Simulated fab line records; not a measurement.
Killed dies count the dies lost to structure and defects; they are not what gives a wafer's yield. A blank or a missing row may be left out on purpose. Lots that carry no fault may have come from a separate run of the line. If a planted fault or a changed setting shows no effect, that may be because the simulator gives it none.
Which tool was responsible? :: flow gf180mcu :: 15 lots, 45 wafers sampled, at 4 steps of a route of 602

== WHAT EACH GAUGE READ, for each wafer ==
GF_V5_BOW_MEAS_05.
lot: L264
measured: day 26 06:01
on: filmMetro-01
V5_BOW (um): 135 135 137

lot: L265
measured: day 26 14:35
on: filmMetro-02
V5_BOW (um): 138 135 140

lot: L266
measured: day 27 00:38
on: filmMetro-01
V5_BOW (um): 120 137 118

lot: L267
measured: day 27 02:11
on: filmMetro-03
V5_BOW (um): 136 136 119

lot: L269
measured: day 28 00:44
on: filmMetro-02
V5_BOW (um): 132 146 143

lot: L270
measured: day 28 05:43
on: filmMetro-03
V5_BOW (um): 133 124 140

lot: L271
measured: day 28 11:22
on: filmMetro-02
V5_BOW (um): 126 113 122

lot: L272
measured: day 28 21:28
on: filmMetro-03
V5_BOW (um): 126 138 124

lot: L274
measured: day 29 10:31
on: filmMetro-03
V5_BOW (um): 134 124 122

lot: L276
measured: day 29 23:55
on: filmMetro-03
V5_BOW (um): 149 139 149

lot: L275
measured: day 30 01:43
on: filmMetro-01
V5_BOW (um): 138 136 145

lot: L277
measured: day 30 10:23
on: filmMetro-01
V5_BOW (um): 129 130 150

lot: L285
measured: day 32 10:38
on: filmMetro-01
V5_BOW (um): 133 133 143

lot: L286
measured: day 32 19:23
on: filmMetro-02
V5_BOW (um): 118 131 128

lot: L287
measured: day 32 21:52
on: filmMetro-01
V5_BOW (um): 163 140 155

GF_TOP_METAL_THK_MEAS_06: measures by xrf.
lot: L264
measured: day 27 04:29
on: filmMetro-03
TOP_METAL_ALCU_THK (nm): 896 879 904

lot: L265
measured: day 27 12:49
on: filmMetro-04
TOP_METAL_ALCU_THK (nm): 904 889 901

lot: L266
measured: day 27 22:15
on: filmMetro-02
TOP_METAL_ALCU_THK (nm): 904 911 906

lot: L267
measured: day 27 23:50
on: filmMetro-02
TOP_METAL_ALCU_THK (nm): 900 906 897

lot: L269
measured: day 28 21:56
on: filmMetro-02
TOP_METAL_ALCU_THK (nm): 929 925 923

lot: L270
measured: day 29 02:40
on: filmMetro-03
TOP_METAL_ALCU_THK (nm): 908 897 899

lot: L271
measured: day 29 08:04
on: filmMetro-03
TOP_METAL_ALCU_THK (nm): 913 911 923

lot: L272
measured: day 29 17:49
on: filmMetro-03
TOP_METAL_ALCU_THK (nm): 903 914 902

lot: L274
measured: day 30 07:19
on: filmMetro-04
TOP_METAL_ALCU_THK (nm): 878 885 888

lot: L276
measured: day 30 19:56
on: filmMetro-03
TOP_METAL_ALCU_THK (nm): 920 913 913

lot: L275
measured: day 30 21:48
on: filmMetro-03
TOP_METAL_ALCU_THK (nm): 885 902 896

lot: L277
measured: day 31 06:35
on: filmMetro-02
TOP_METAL_ALCU_THK (nm): 904 905 903

lot: L285
measured: day 33 04:37
on: filmMetro-04
TOP_METAL_ALCU_THK (nm): 898 904 889

lot: L286
measured: day 33 13:04
on: filmMetro-04
TOP_METAL_ALCU_THK (nm): 894 904 913

lot: L287
measured: day 33 15:36
on: filmMetro-03
TOP_METAL_ALCU_THK (nm): 907 904 904

GF_PASSIVATION_BOW_MEAS_14.
lot: L264
measured: day 28 22:18
on: filmMetro-01
PASSIVATION_BOW (um): 142 141 140

lot: L265
measured: day 29 06:09
on: filmMetro-04
PASSIVATION_BOW (um): 143 143 147

lot: L266
measured: day 29 15:52
on: filmMetro-04
PASSIVATION_BOW (um): 130 145 127

lot: L267
measured: day 29 17:16
on: filmMetro-04
PASSIVATION_BOW (um): 138 136 119

lot: L269
measured: day 30 14:10
on: filmMetro-02
PASSIVATION_BOW (um): 133 147 145

lot: L270
measured: day 30 18:23
on: filmMetro-01
PASSIVATION_BOW (um): 132 125 139

lot: L271
measured: day 30 23:52
on: filmMetro-01
PASSIVATION_BOW (um): 132 121 128

lot: L272
measured: day 31 09:16
on: filmMetro-04
PASSIVATION_BOW (um): 123 135 122

lot: L274
measured: day 31 21:19
on: filmMetro-04
PASSIVATION_BOW (um): 138 127 125

lot: L276
measured: day 32 09:46
on: filmMetro-01
PASSIVATION_BOW (um): 141 132 142

lot: L275
measured: day 32 11:17
on: filmMetro-01
PASSIVATION_BOW (um): 145 142 151

lot: L277
measured: day 32 18:02
on: filmMetro-01
PASSIVATION_BOW (um): 129 130 152

lot: L285
measured: day 34 13:46
on: filmMetro-02
PASSIVATION_BOW (um): 128 125 136

lot: L286
measured: day 34 21:38
on: filmMetro-01
PASSIVATION_BOW (um): 117 129 126

lot: L287
measured: day 35 00:22
on: filmMetro-04
PASSIVATION_BOW (um): 161 141 154

== EACH LOT AND THE TOOL THAT RAN IT (in order: tool; ch and the chambers of the sampled wafers; start) ==
lot: L264
GF_SAB_WET_ETCH_12: wetBench-03 ch 2, day 15 03:12

lot: L265
GF_SAB_WET_ETCH_12: wetBench-01 ch 3, day 15 09:29

lot: L266
GF_SAB_WET_ETCH_12: wetBench-02 ch 1, day 15 20:21

lot: L267
GF_SAB_WET_ETCH_12: wetBench-01 ch 0, day 15 22:32

lot: L269
GF_SAB_WET_ETCH_12: wetBench-02 ch 1, day 16 23:09

lot: L270
GF_SAB_WET_ETCH_12: wetBench-03 ch 1, day 17 08:02

lot: L271
GF_SAB_WET_ETCH_12: wetBench-02 ch 1, day 17 12:38

lot: L272
GF_SAB_WET_ETCH_12: wetBench-01 ch 3, day 18 00:09

lot: L274
GF_SAB_WET_ETCH_12: wetBench-01 ch 3, day 18 17:15

lot: L276
GF_SAB_WET_ETCH_12: wetBench-01 ch 2, day 19 10:05

lot: L275
GF_SAB_WET_ETCH_12: wetBench-01 ch 1, day 19 11:15

lot: L277
GF_SAB_WET_ETCH_12: wetBench-01 ch 0, day 19 21:44

lot: L285
GF_SAB_WET_ETCH_12: wetBench-01 ch 3, day 22 16:38

lot: L286
GF_SAB_WET_ETCH_12: wetBench-01 ch 0, day 23 03:44

lot: L287
GF_SAB_WET_ETCH_12: wetBench-03 ch 2, day 23 07:08
- GF_SAB_WET_ETCH_12: etches SiO2 in dHF, target depth 22 nm, time 440 s.

== AS READ BY THE TOOLS THEMSELVES (means over the sampled wafers that have a number; for cases with no such wafer, the mark the record gives instead) ==
The record holds no such reading with a usual standard deviation.

== THE ANSWER, worked out from the rows above alone ==
Rule: the usual values come from the lots themselves. Put in order of their means at a reading, lots are off if they are a third of the lots or fewer, leave a main group of 4 or more, and stand apart from it by a gap of 3 or more times the standard deviation of the main group's means; of several such gaps the widest counts. If all means in a main group match to the digits the tables above print for the reading, that group is not used. A lot without any number at a reading at which 4 lots or more have one is off too. All remaining lots with rows at the step are treated as sound. The gauges are gone through in route order, then the tools' own readings, and for those a lot's mean is taken as printed above. At the first step where some lot is off, the reading lying furthest off is the one used; lots without a number count as furthest.
None of the lots is off at any reading shown; this tells nothing.

== WHAT WAS PUT IN BY THE SIMULATOR ==
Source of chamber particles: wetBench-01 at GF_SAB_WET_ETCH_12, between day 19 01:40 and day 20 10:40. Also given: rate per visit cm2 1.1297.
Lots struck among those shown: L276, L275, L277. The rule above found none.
